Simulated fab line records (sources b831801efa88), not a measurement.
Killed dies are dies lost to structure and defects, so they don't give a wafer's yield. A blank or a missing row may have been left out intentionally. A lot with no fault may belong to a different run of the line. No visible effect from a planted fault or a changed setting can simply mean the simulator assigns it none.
fab line records	flow sky130	part 2 of 2: steps 28 to 37 of 37
[record] lots = 5	wafers = 15	last_day = 47
route steps=708 shown METAL4@622 VIA4@639
lots untouched by any fault: they come from a run of this same line in which no faults occurred
start_h: the number of hours between the record's first day and the start of the first shown wafer of the lot	wait_h: hours from the lot's prior step to this one	" repeats the value in the row above	L1.1+2: a single row standing in for several wafers	- no value, or no start was given	* or withheld: withheld	< > ~ a bound
route shown NAME@n: names a module that has steps shown in the file, with the first one's number in the route	usual: mean/standard deviation of fault-free wafers	same: alike in all rows	chamber/n: place in a boat	sites: readings site by site	_std_site: the standard deviation of these	_edge_site: outer sites' mean less inner sites'	radius_mm: how far each site lies from the wafer's centre	mask NAME#n: copy n	behind: tool/chamber where the wafer was last shaped	hold: why the lot was held/for how many hours/how that ended	device: the transistor (n, p or np) that didn't switch	end of line: the route-end tests of the same wafers	for a step that has no rows: nothing shown but its recipe	killed: dies lost to structure and defects at the first sort, not the wafer's yield	map: per-die view of a wafer (x killed, . not killed, _ where there is no die)
set.NAME: setting as actually run; set.NAME@STEP: the setting as run at that earlier step	model.NAME: the simulator's own value behind a step, which no gauge read
lots at selected steps of the route; one table per step, one row per wafer
services: from which hour (start_h, from the record's first day; less than 0 if before it) a tool's chamber was out of use, for how many hours, and why
[[steps]]
[step SKY_VIA4_DEVELOP_10]
[recipe] resist = NOVOLAK	developer = TMAH	develop_time_s = 60	dev_temp_c = 23
[usual] chill_plate_temp_C = 23.00/0.11
lot.wafer	tool	chamber	start_h	wait_h	chill_plate_temp_C
L076.2	litho_track-03	0	1023.89	0.1	22.99
L076.3	"	0	"	"	23.13
L076.4	"	0	"	"	23.00
L077.2	litho_track-03	0	1024.19	0.1	22.92
L077.3	"	0	"	"	22.91
L077.6	"	0	"	"	22.87
L079.1	litho_track-01	0	1026.01	0.1	23.05
L079.2	"	0	"	"	22.97
L079.6	"	0	"	"	23.08
L080.1	litho_track-01	0	1040.46	0.1	22.92
L080.2	"	0	"	"	23.16
L080.4	"	0	"	"	23.10
L084.1	litho_track-01	0	1064.16	0.1	23.10
L084.2	"	0	"	"	23.21
L084.5	"	0	"	"	23.26
[step SKY_VIA4_OVL_MEAS_11]
[usual] VIA4_OVL = -0.6/1.7
lot.wafer	tool	chamber	start_h	wait_h	VIA4_OVL[nm]
L076.2	overlay-01	-	1024.02	0.1	-1.5
L076.3	"	-	"	"	-1.1
L076.4	"	-	"	"	-1.8
L077.2	overlay-01	-	1024.32	0.1	-1.0
L077.3	"	-	"	"	1.0
L077.6	"	-	"	"	0.1
L079.1	overlay-01	-	1026.16	0.1	-0.6
L079.2	"	-	"	"	-0.3
L079.6	"	-	"	"	-1.5
L080.1	overlay-02	-	1040.61	0.1	-0.9
L080.2	"	-	"	"	0.7
L080.4	"	-	"	"	-1.4
L084.1	overlay-02	-	1064.31	0.1	-2.9
L084.2	"	-	"	"	-1.9
L084.5	"	-	"	"	-1.8
[step SKY_VIA4_ETCH_12]
[recipe] target = SiO2	chemistry = C4F8/O2/Ar	stop_on = TiN	mask_material = NOVOLAK	source_w = 1500	bias_w = 1200	pressure_mtorr = 40	c4f8_flow_sccm = withheld	O2_flow_sccm = 6	Ar_flow_sccm = 300	time_s = withheld	target_depth_a = 5800
[usual] oes_product_au = 0.926/0.0045
lot.wafer	tool	chamber	start_h	wait_h	oes_product_au
L076.2	rie_diel-04	3	1024.05	0.0	0.928
L076.3	"	0	"	"	0.928
L076.4	"	2	"	"	0.933
L077.2	rie_diel-01	1	1024.35	0.0	0.927
L077.3	"	0	"	"	0.932
L077.6	"	3	"	"	0.925
L079.1	rie_diel-04	1	1026.19	0.0	0.926
L079.2	"	3	"	"	0.920
L079.6	"	1	"	"	0.926
L080.1	rie_diel-01	3	1040.64	0.0	0.930
L080.2	"	1	"	"	0.925
L080.4	"	2	"	"	0.922
L084.1	rie_diel-03	3	1064.34	0.0	0.921
L084.2	"	0	"	"	0.919
L084.5	"	2	"	"	0.926
[step SKY_VIA4_STRIP_13]
[recipe] chemistry = O2/N2	power_w = 1400	pressure_mtorr = 1500	platen_temp_c = withheld	o2_flow_sccm = 3000	n2_flow_sccm = 300	overash_fraction = 0.5
[usual] drypump_motor_current_A = 5.7/0.46	oes_product_au = 0.709/0.0047	strip_time_to_endpoint_s = 12.80/0.03
lot.wafer	tool	chamber	start_h	wait_h	drypump_motor_current_A	oes_product_au	rf_hours_counter_h	strip_time_to_endpoint_s
L076.2	plasma_asher-01	1	1024.12	-	5.9	0.709	28	12.83
L076.3	"	0	"	"	5.5	0.708	-	12.84
L076.4	"	1	"	"	6.0	0.706	-	12.85
L077.2	plasma_asher-04	0	1024.42	-	6.5	0.706	61	12.82
L077.3	"	1	"	"	6.0	0.727	-	12.76
L077.6	"	0	"	"	6.4	0.708	-	12.76
L079.1	plasma_asher-01	1	1026.27	-	5.9	0.713	29	12.75
L079.2	"	0	"	"	5.5	0.710	29	12.80
L079.6	"	0	"	"	5.5	0.709	-	12.83
L080.1	plasma_asher-01	1	1040.72	-	5.9	0.710	30	12.79
L080.2	"	0	"	"	5.5	0.708	30	12.75
L080.4	"	1	"	"	5.9	0.711	-	12.78
L084.1	plasma_asher-01	1	1064.42	-	5.9	0.709	32	12.85
L084.2	"	0	"	"	5.5	0.707	32	12.82
L084.5	"	1	"	"	5.9	0.704	-	12.81
[step SKY_VIA4_STRIP_14]
[recipe] chemistry = post_etch_residue_remover	time_s = 1200	temp_c = 72.5
lot.wafer	tool	chamber	start_h	wait_h
L076.2+3+4	wet_bench-01	2	1024.22	0.1
L077.2+3+6	wet_bench-03	2	1024.52	0.1
L079.1+2+6	wet_bench-03	3	1026.37	0.1
L080.1+2+4	wet_bench-04	3	1040.84	0.1
L084.1+2+5	wet_bench-04	2	1064.52	0.1
[step SKY_VIA4_CLEAN_15]
[recipe] chemistry = IPA	time_s = 180	temp_c = 25
lot.wafer	tool	chamber	start_h	wait_h
L076.2+3+4	wet_bench-04	2	1024.60	0.0
L077.2+3+6	wet_bench-04	1	1024.87	0.0
L079.1+2+6	wet_bench-04	2	1026.71	0.0
L080.1+2+4	wet_bench-04	1	1041.19	0.0
L084.1+2+5	wet_bench-04	1	1064.86	0.0
[step SKY_VIA4_CLEAN_16]
[recipe] chemistry = O3/DIW	dry = n2_spin
lot.wafer	tool	chamber	start_h	wait_h
L076.2+3+4	wet_bench-01	0	1024.65	0.0
L077.2+3+6	wet_bench-01	2	1024.92	0.0
L079.1+2+6	wet_bench-01	2	1026.77	0.0
L080.1+2+4	wet_bench-01	0	1041.33	0.1
L084.1+2+5	wet_bench-04	1	1064.92	0.0
[step SKY_VIA4_SPUTTER_17]
[recipe] material = TiN	target_thk_nm = 20	chamber_pressure_pa = 5	power_w = 4000	time_s = 80
[usual] throttle_valve_pct = 30.4/1.2
lot.wafer	tool	chamber	start_h	wait_h	throttle_valve_pct
L076.2	pvd_sputter-04	-	1024.75	0.0	29.7
L076.3	"	-	"	"	27.7
L076.4	"	-	"	"	30.1
L077.2	pvd_sputter-03	-	1025.02	0.0	30.0
L077.3	"	-	"	"	29.9
L077.6	"	-	"	"	28.8
L079.1	pvd_sputter-01	-	1026.86	0.0	31.0
L079.2	"	-	"	"	32.5
L079.6	"	-	"	"	29.5
L080.1	pvd_sputter-03	-	1041.51	0.0	31.0
L080.2	"	-	"	"	29.8
L080.4	"	-	"	"	28.9
L084.1	pvd_sputter-04	-	1065.01	0.0	30.0
L084.2	"	-	"	"	31.3
L084.5	"	-	"	"	29.4
[step SKY_VIA4_CVD_18]
[recipe] material = W	target_thk_nm = 505	time_s = 152.14	temp_c = 400	pressure_torr = 40
[usual] heater_power_w = 776/38
lot.wafer	tool	chamber	start_h	wait_h	heater_power_w
L076.2	cvd_w-02	1	1024.82	0.0	747
L076.3	"	0	"	"	872
L076.4	"	1	"	"	736
L077.2	cvd_w-01	1	1025.14	0.1	765
L077.3	"	1	"	"	768
L077.6	"	1	"	"	774
L079.1	cvd_w-02	0	1026.92	0.0	815
L079.2	"	1	"	"	740
L079.6	"	0	"	"	843
L080.1	cvd_w-02	1	1041.57	0.0	729
L080.2	"	0	"	"	829
L080.4	"	1	"	"	743
L084.1	cvd_w-01	0	1065.07	0.0	762
L084.2	"	1	"	"	784
L084.5	"	0	"	"	730
[step SKY_VIA4_RS_MEAS_19]
[recipe] thk_meas_gauge = four-point-probe	reads = W_of_VIA4_CVD_18+TiN_of_VIA4_SPUTTER_17
[usual] VIA4_W_RS = 0.224/0.003
lot.wafer	tool	chamber	start_h	wait_h	VIA4_W_RS[ohm/sq]
L076.2	film_metro-01	-	1024.99	0.1	0.220
L076.3	"	-	"	"	0.228
L076.4	"	-	"	"	0.222
L077.2	film_metro-02	-	1025.41	0.2	0.222
L077.3	"	-	"	"	0.221
L077.6	"	-	"	"	0.223
L079.1	film_metro-01	-	1027.07	0.1	0.225
L079.2	"	-	"	"	0.221
L079.6	"	-	"	"	0.227
L080.1	film_metro-01	-	1041.72	0.1	0.224
L080.2	"	-	"	"	0.227
L080.4	"	-	"	"	0.222
L084.1	film_metro-03	-	1065.22	0.1	0.228
L084.2	"	-	"	"	0.225
L084.5	"	-	"	"	0.228
[[services]]
tool	chamber	start_h	hours	kind
cmp-02	-	969.03	0.2	repair
cmp-01	-	971.42	7.8	repair
wet_bench-04	-	976.62	1.4	repair
krf_scanner-01	-	983.54	1.0	pm
pvd_sputter-03	-	994.98	2.5	repair
pvd_sputter-04	-	996.36	1.7	repair
krf_scanner-01	-	997.03	0.9	repair
rie_diel-02	2	997.15	39.1	repair
rie_diel-01	1	998.48	5.4	repair
rie_diel-02	3	999.02	12.0	repair
krf_scanner-01	-	999.46	3.6	pm
iline_stepper-01	-	1007.22	3.9	repair
plasma_asher-04	-	1008.63	8.8	pm
wet_bench-02	-	1009.95	3.9	repair
krf_scanner-01	-	1017.57	4.0	pm
cmp-02	-	1018.90	0.6	repair
krf_scanner-01	-	1022.69	3.4	repair
rie_metal-04	-	1027.69	1.4	pm
rie_diel-04	-	1029.02	0.7	repair
cmp-02	-	1030.52	1.1	repair
rie_metal-02	1	1055.97	22.8	repair
rie_metal-03	1	1058.82	4.3	repair
cmp-02	-	1059.29	0.7	repair
plasma_asher-01	-	1061.48	2.2	repair
